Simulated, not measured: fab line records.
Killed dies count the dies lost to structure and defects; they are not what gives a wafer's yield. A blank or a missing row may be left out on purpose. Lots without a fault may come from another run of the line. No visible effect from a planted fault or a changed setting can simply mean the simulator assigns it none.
Chamber matching + flow gf180mcu + cmp-01 running GF_V3_CMP_04: 4 sister chambers
The step polishes SiO2. 16 wafers are shown with their chamber, then 8 later ones without.

## EACH WAFER AND ITS CHAMBER
| wafer  | chamber | motor current A (A) | time to endpoint s (s) |
|--------|---------|---------------------|------------------------|
| L405.1 | 2       | 10.5                | 68                     |
| L405.2 | 1       | 11.8                | 62                     |
| L405.5 | 3       | 12.5                | 73                     |
| L406.1 | 3       | 12.2                | 69                     |
| L406.3 | 1       | 11.2                | 62                     |
| L406.6 | 0       | 11.9                | 68                     |
| L407.1 | 3       | 13.3                | 66                     |
| L407.5 | 1       | 11.3                | 72                     |
| L407.6 | 0       | 12.7                | 75                     |
| L420.2 | 2       | 11.1                | 49                     |
| L420.5 | 0       | 13.4                | 68                     |
| L420.6 | 1       | 11.2                | 53                     |
| L421.1 | 0       | 12.7                | 65                     |
| L421.5 | 0       | 12.4                | 68                     |
| L421.6 | 3       | 12.4                | 67                     |
| L425.1 | 0       | 12.7                | 68                     |

SIGNATURES (averages over the wafers above)
| reading            | chamber 0 | chamber 1 | chamber 2 | chamber 3 | scatter within a chamber |
|--------------------|-----------|-----------|-----------|-----------|--------------------------|
| motor current A    | 12.633    | 11.375    | 10.800    | 12.600    | 0.44                     |
| time to endpoint s | 68.67     | 62.25     | 58.50     | 68.75     | 6.09                     |
Rule: for each reading, subtract the chamber's mean from the wafer's reading, divide by that reading's scatter and square the result; add these up over the readings and take the root, which gives the wafer's distance from the chamber. If the next closest chamber is less than 2 further off than the closest, the wafer can't be placed; otherwise it belongs to the closest. The scatter is the square root of a quotient: the sum, over the shown wafers, of each reading's squared deviation from its chamber's mean, divided by wafers minus chambers.

## WAFERS WITHOUT THEIR CHAMBER
| wafer  | motor current A (A) | time to endpoint s (s) |
|--------|---------------------|------------------------|
| L425.4 | 11.2                | 69                     |
| L425.6 | 12.6                | 80                     |
| L426.1 | 12.6                | 67                     |
| L426.2 | 12.3                | 57                     |
| L426.6 | 12.1                | 75                     |
| L427.4 | 12.4                | 67                     |
| L427.5 | 11.0                | 64                     |
| L427.6 | 11.1                | 60                     |

## WHICH CHAMBER EACH WENT THROUGH
| wafer  | from the rows above               | in truth |
|--------|-----------------------------------|----------|
| L425.4 | can't be placed: 1 or 2           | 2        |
| L425.6 | can't be placed: 3 or 0           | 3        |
| L426.1 | can't be placed: 0 or 3           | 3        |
| L426.2 | can't be placed: 3 or 0 or 1 or 2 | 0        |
| L426.6 | can't be placed: 3 or 0 or 1      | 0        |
| L427.4 | can't be placed: 3 or 0 or 1      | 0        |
| L427.5 | can't be placed: 1 or 2           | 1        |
| L427.6 | can't be placed: 2 or 1           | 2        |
Correctly placed: 0 of 8. Unplaceable from these rows: 8, with the true chamber sitting among the candidates in 8. Number placed wrongly: 0.
